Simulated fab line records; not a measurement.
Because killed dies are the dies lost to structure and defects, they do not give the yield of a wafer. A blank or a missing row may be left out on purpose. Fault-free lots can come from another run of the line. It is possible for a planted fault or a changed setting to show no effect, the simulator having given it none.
Matching of chambers || flow gf180mcu || 4 sister chambers for GF_V1_ETCH_16 on rie_diel-02
The step etches BARC in N2/H2. 7 wafers are shown with their chamber, then 7 later ones without.

== WAFERS WITH THEIR CHAMBER ==
{"wafer": "L691.3", "chamber": 0, "drypump_motor_current_A (A)": 5.80, "throttle_valve_pct (%)": 13.226}
{"wafer": "L692.1", "chamber": 1, "drypump_motor_current_A (A)": 5.40, "throttle_valve_pct (%)": 13.209}
{"wafer": "L697.1", "chamber": 1, "drypump_motor_current_A (A)": 5.39, "throttle_valve_pct (%)": 13.221}
{"wafer": "L697.2", "chamber": 3, "drypump_motor_current_A (A)": 5.76, "throttle_valve_pct (%)": 13.237}
{"wafer": "L697.6", "chamber": 2, "drypump_motor_current_A (A)": 5.50, "throttle_valve_pct (%)": 13.222}
{"wafer": "L704.1", "chamber": 0, "drypump_motor_current_A (A)": 5.81, "throttle_valve_pct (%)": 13.217}
{"wafer": "L704.2", "chamber": 2, "drypump_motor_current_A (A)": 5.51, "throttle_valve_pct (%)": 13.226}

== WAFERS WITHOUT THEIR CHAMBER ==
{"wafer": "L704.5", "drypump_motor_current_A (A)": 5.47, "throttle_valve_pct (%)": 13.231}
{"wafer": "L705.1", "drypump_motor_current_A (A)": 5.49, "throttle_valve_pct (%)": 13.237}
{"wafer": "L705.3", "drypump_motor_current_A (A)": 5.73, "throttle_valve_pct (%)": 13.223}
{"wafer": "L705.4", "drypump_motor_current_A (A)": 5.82, "throttle_valve_pct (%)": 13.217}
{"wafer": "L708.4", "drypump_motor_current_A (A)": 5.48, "throttle_valve_pct (%)": 13.220}
{"wafer": "L708.5", "drypump_motor_current_A (A)": 5.46, "throttle_valve_pct (%)": 13.217}
{"wafer": "L708.6", "drypump_motor_current_A (A)": 5.41, "throttle_valve_pct (%)": 13.223}

== CHAMBER TAKEN BY EACH ==
{"wafer": "L704.5", "from the rows above": 2, "in truth": 2}
{"wafer": "L705.1", "from the rows above": 2, "in truth": 2}
{"wafer": "L705.3", "from the rows above": 3, "in truth": 3}
{"wafer": "L705.4", "from the rows above": 0, "in truth": 0}
{"wafer": "L708.4", "from the rows above": 2, "in truth": 2}
{"wafer": "L708.5", "from the rows above": 2, "in truth": 2}
{"wafer": "L708.6", "from the rows above": 1, "in truth": 1}
7 of 7 placed correctly. Can't be placed from these rows: 0. Number placed wrongly: 0.
How it was worked out, from the rows above alone: a wafer's distance from a chamber is the root of the sum, over the readings, of the square of ((its reading less the chamber's mean) divided by the reading's scatter). If the next closest chamber is less than 2 further off than the closest, the wafer can't be placed; otherwise it belongs to the closest. The mean given for a chamber averages the wafers shown for that chamber. How the scatter is found: for the shown wafers, subtract from each reading the mean of its chamber, square and add these, divide the total by (wafers less chambers), then take the root.
